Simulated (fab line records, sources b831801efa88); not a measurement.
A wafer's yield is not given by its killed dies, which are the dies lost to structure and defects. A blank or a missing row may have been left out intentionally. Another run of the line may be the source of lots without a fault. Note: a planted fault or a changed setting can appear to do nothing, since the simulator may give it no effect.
What tool caused it? / flow sky130 / 12 lots with 36 wafers sampled at 5 steps, on a route of 708 steps

## WHAT EACH GAUGE READ, for each wafer
SKY_VIA3_OVL_MEAS_13. Usual: VIA3_OVL typically reads 0 nm, with standard deviation 5.
lot=L166; measured=day 39 15:00; on=overlay-02; VIA3_OVL (nm)=-7 -7 -11; flag=
lot=L167; measured=day 40 00:50; on=overlay-01; VIA3_OVL (nm)=5 4 0; flag=
lot=L168; measured=day 40 09:49; on=overlay-01; VIA3_OVL (nm)=-6 8 0; flag=
lot=L169; measured=day 40 20:42; on=overlay-02; VIA3_OVL (nm)=-3 0 -5; flag=
lot=L170; measured=day 40 22:28; on=overlay-01; VIA3_OVL (nm)=1 7 -1; flag=
lot=L172; measured=day 41 16:08; on=overlay-02; VIA3_OVL (nm)=5 5 6; flag=
lot=L173; measured=day 41 21:55; on=overlay-02; VIA3_OVL (nm)=3 5 7; flag=
lot=L176; measured=day 42 15:54; on=overlay-01; VIA3_OVL (nm)=8 2 10; flag=
lot=L177; measured=day 43 03:12; on=overlay-02; VIA3_OVL (nm)=1 1 4; flag=
lot=L185; measured=day 45 01:35; on=overlay-01; VIA3_OVL (nm)=-6 -2 -5; flag=
lot=L187; measured=day 45 19:11; on=overlay-02; VIA3_OVL (nm)=-3 4 3; flag=
lot=L189; measured=day 46 09:02; on=overlay-02; VIA3_OVL (nm)=-10 -7 -1; flag=

SKY_CAP2M_THK_MEAS_01. Usual: CAP2M_CVD_00_THK typically reads 15.55 nm, with standard deviation 0.21.
lot=L166; measured=day 39 16:34; on=film metro-04; CAP2M_CVD_00_THK (nm)=15.34 15.24 15.35; flag=
lot=L167; measured=day 40 02:25; on=film metro-02; CAP2M_CVD_00_THK (nm)=15.45 15.47 15.97; flag=
lot=L168; measured=day 40 11:28; on=film metro-03; CAP2M_CVD_00_THK (nm)=15.24 15.45 15.58; flag=
lot=L169; measured=day 40 22:18; on=film metro-03; CAP2M_CVD_00_THK (nm)=15.43 15.78 15.73; flag=
lot=L170; measured=day 41 00:02; on=film metro-03; CAP2M_CVD_00_THK (nm)=15.69 15.45 15.90; flag=
lot=L172; measured=day 41 17:44; on=film metro-03; CAP2M_CVD_00_THK (nm)=15.32 15.62 15.70; flag=
lot=L173; measured=day 41 23:32; on=film metro-03; CAP2M_CVD_00_THK (nm)=16.00 15.91 15.71; flag=
lot=L176; measured=day 42 17:32; on=film metro-04; CAP2M_CVD_00_THK (nm)=22.39 15.85 22.54; flag=OFF
lot=L177; measured=day 43 05:00; on=film metro-02; CAP2M_CVD_00_THK (nm)=16.00 15.68 22.72; flag=OFF
lot=L185; measured=day 45 03:12; on=film metro-03; CAP2M_CVD_00_THK (nm)=15.61 15.34 15.38; flag=
lot=L187; measured=day 45 21:05; on=film metro-04; CAP2M_CVD_00_THK (nm)=15.55 15.23 15.46; flag=
lot=L189; measured=day 46 10:37; on=film metro-04; CAP2M_CVD_00_THK (nm)=15.18 15.65 15.23; flag=

SKY_CAP2M_OVL_MEAS_12. Usual: CAP2M_OVL typically reads 1.2 nm, with standard deviation 1.4.
lot=L166; measured=day 40 17:14; on=overlay-01; CAP2M_OVL (nm)=-0.2 1.4 -0.9; flag=
lot=L167; measured=day 41 02:29; on=overlay-02; CAP2M_OVL (nm)=2.2 1.4 1.7; flag=
lot=L168; measured=day 41 11:24; on=overlay-02; CAP2M_OVL (nm)=0.5 0.6 0.5; flag=
lot=L169; measured=day 41 21:50; on=overlay-01; CAP2M_OVL (nm)=3.2 2.5 1.5; flag=
lot=L170; measured=day 41 23:07; on=overlay-02; CAP2M_OVL (nm)=2.9 -0.7 0.1; flag=
lot=L172; measured=day 42 17:23; on=overlay-01; CAP2M_OVL (nm)=1.9 2.2 2.5; flag=
lot=L173; measured=day 42 22:15; on=overlay-02; CAP2M_OVL (nm)=0.7 -0.6 -0.9; flag=
lot=L176; measured=day 43 17:14; on=overlay-01; CAP2M_OVL (nm)=-0.2 1.6 1.8; flag=
lot=L177; measured=day 44 03:21; on=overlay-01; CAP2M_OVL (nm)=0.6 -0.7 0.3; flag=
lot=L185; measured=day 46 00:23; on=overlay-01; CAP2M_OVL (nm)=-0.3 1.4 -1.4; flag=
lot=L187; measured=day 46 17:32; on=overlay-01; CAP2M_OVL (nm)=2.2 1.8 3.4; flag=
lot=L189; measured=day 47 06:56; on=overlay-02; CAP2M_OVL (nm)=0.2 0.9 -0.3; flag=

## TOOL THAT RAN EACH LOT (tool first, then ch and the chambers of the sampled wafers, then the start)
lot=L166; SKY_METAL4_SPUTTER_02=pvd sputter-01, day 39 16:27; SKY_CAP2M_CVD_00=pecvd-01 ch 1,2, day 39 16:33
lot=L167; SKY_METAL4_SPUTTER_02=pvd sputter-01, day 40 02:17; SKY_CAP2M_CVD_00=pecvd-01 ch 0,1,2, day 40 02:23
lot=L168; SKY_METAL4_SPUTTER_02=pvd sputter-03, day 40 11:19; SKY_CAP2M_CVD_00=pecvd-01 ch 1,2, day 40 11:26
lot=L169; SKY_METAL4_SPUTTER_02=pvd sputter-01, day 40 22:10; SKY_CAP2M_CVD_00=pecvd-02 ch 0,2, day 40 22:17
lot=L170; SKY_METAL4_SPUTTER_02=pvd sputter-03, day 40 23:54; SKY_CAP2M_CVD_00=pecvd-01 ch 0,1, day 41 00:01
lot=L172; SKY_METAL4_SPUTTER_02=pvd sputter-02, day 41 17:37; SKY_CAP2M_CVD_00=pecvd-01 ch 0,1, day 41 17:43
lot=L173; SKY_METAL4_SPUTTER_02=pvd sputter-01, day 41 23:23; SKY_CAP2M_CVD_00=pecvd-02 ch 0,1,2, day 41 23:30
lot=L176; SKY_METAL4_SPUTTER_02=pvd sputter-02, day 42 17:23; SKY_CAP2M_CVD_00=pecvd-02 ch 2, day 42 17:30
lot=L177; SKY_METAL4_SPUTTER_02=pvd sputter-03, day 43 04:50; SKY_CAP2M_CVD_00=pecvd-02 ch 0,2, day 43 04:58
lot=L185; SKY_METAL4_SPUTTER_02=pvd sputter-03, day 45 03:04; SKY_CAP2M_CVD_00=pecvd-01 ch 0,1,2, day 45 03:11
lot=L187; SKY_METAL4_SPUTTER_02=pvd sputter-01, day 45 20:56; SKY_CAP2M_CVD_00=pecvd-04 ch 1,2, day 45 21:03
lot=L189; SKY_METAL4_SPUTTER_02=pvd sputter-03, day 46 10:29; SKY_CAP2M_CVD_00=pecvd-01 ch 0,2, day 46 10:35
- SKY_METAL4_SPUTTER_02: material AlCu, target thk 735 nm, time 39.1 s.
- SKY_CAP2M_CVD_00: deposits SiO2, target thk 15.5 nm.

## AS READ BY THE TOOLS THEMSELVES (means over the sampled wafers that have a number; for cases with no such wafer, the mark the record gives instead)
SKY_METAL4_SPUTTER_02. Usual: throttle valve pct reads 29.4 % (standard deviation 1.1).
lot=L166; tool=pvd sputter-01; throttle valve pct (%)=28.5; flag=
lot=L167; tool=pvd sputter-01; throttle valve pct (%)=28.4; flag=
lot=L168; tool=pvd sputter-03; throttle valve pct (%)=30.2; flag=
lot=L169; tool=pvd sputter-01; throttle valve pct (%)=29.3; flag=
lot=L170; tool=pvd sputter-03; throttle valve pct (%)=31.0; flag=
lot=L172; tool=pvd sputter-02; throttle valve pct (%)=28.9; flag=
lot=L173; tool=pvd sputter-01; throttle valve pct (%)=28.9; flag=
lot=L176; tool=pvd sputter-02; throttle valve pct (%)=28.8; flag=
lot=L177; tool=pvd sputter-03; throttle valve pct (%)=31.0; flag=
lot=L185; tool=pvd sputter-03; throttle valve pct (%)=30.5; flag=
lot=L187; tool=pvd sputter-01; throttle valve pct (%)=29.3; flag=
lot=L189; tool=pvd sputter-03; throttle valve pct (%)=30.2; flag=

SKY_CAP2M_CVD_00. Usual: heater power outer w 463 W, standard deviation 57; heater power w 783 W, standard deviation 83.
lot=L166; tool=pecvd-01; heater power outer w (W)=532; heater power w (W)=861; flag=
lot=L167; tool=pecvd-01; heater power outer w (W)=501; heater power w (W)=845; flag=
lot=L168; tool=pecvd-01; heater power outer w (W)=526; heater power w (W)=845; flag=
lot=L169; tool=pecvd-02; heater power outer w (W)=481; heater power w (W)=794; flag=
lot=L170; tool=pecvd-01; heater power outer w (W)=454; heater power w (W)=753; flag=
lot=L172; tool=pecvd-01; heater power outer w (W)=481; heater power w (W)=816; flag=
lot=L173; tool=pecvd-02; heater power outer w (W)=491; heater power w (W)=816; flag=
lot=L176; tool=pecvd-02; heater power outer w (W)=510; heater power w (W)=837; flag=
lot=L177; tool=pecvd-02; heater power outer w (W)=475; heater power w (W)=787; flag=
lot=L185; tool=pecvd-01; heater power outer w (W)=494; heater power w (W)=829; flag=
lot=L187; tool=pecvd-04; heater power outer w (W)=416; heater power w (W)=728; flag=
lot=L189; tool=pecvd-01; heater power outer w (W)=513; heater power w (W)=886; flag=

## THE ANSWER, worked out from the rows above alone
Rule: lot off if the mean of its wafers having a number is beyond 3 standard deviations from the usual mean. A lot without any number at a reading at which 4 lots or more have one is off too. Any other lot the step has rows for is counted as sound. First the gauges in route order, then the tools' own readings, where a lot's mean is used as printed above. At the first step where some lot is off, the reading lying furthest off is the one used; lots without a number count as furthest.
Off: L176, L177, seen at SKY_CAP2M_THK_MEAS_01 (CAP2M_CVD_00_THK).
If a tool, at a process step before that reading, ran all the lots that are off and no sound lot after the first of them, it fits. Those tools and the gauges at SKY_CAP2M_THK_MEAS_01 are tried in the same way. One fits: pecvd-02 at SKY_CAP2M_CVD_00. Its last sound lot is L173 (day 41 23:30), its first lot that is off L176 (day 42 17:30): a fault that began between those two fits.

## WHAT THE SIMULATOR PUT IN
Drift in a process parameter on pecvd-02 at SKY_CAP2M_CVD_00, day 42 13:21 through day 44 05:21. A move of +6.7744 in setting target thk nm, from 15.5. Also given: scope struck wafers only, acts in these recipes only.
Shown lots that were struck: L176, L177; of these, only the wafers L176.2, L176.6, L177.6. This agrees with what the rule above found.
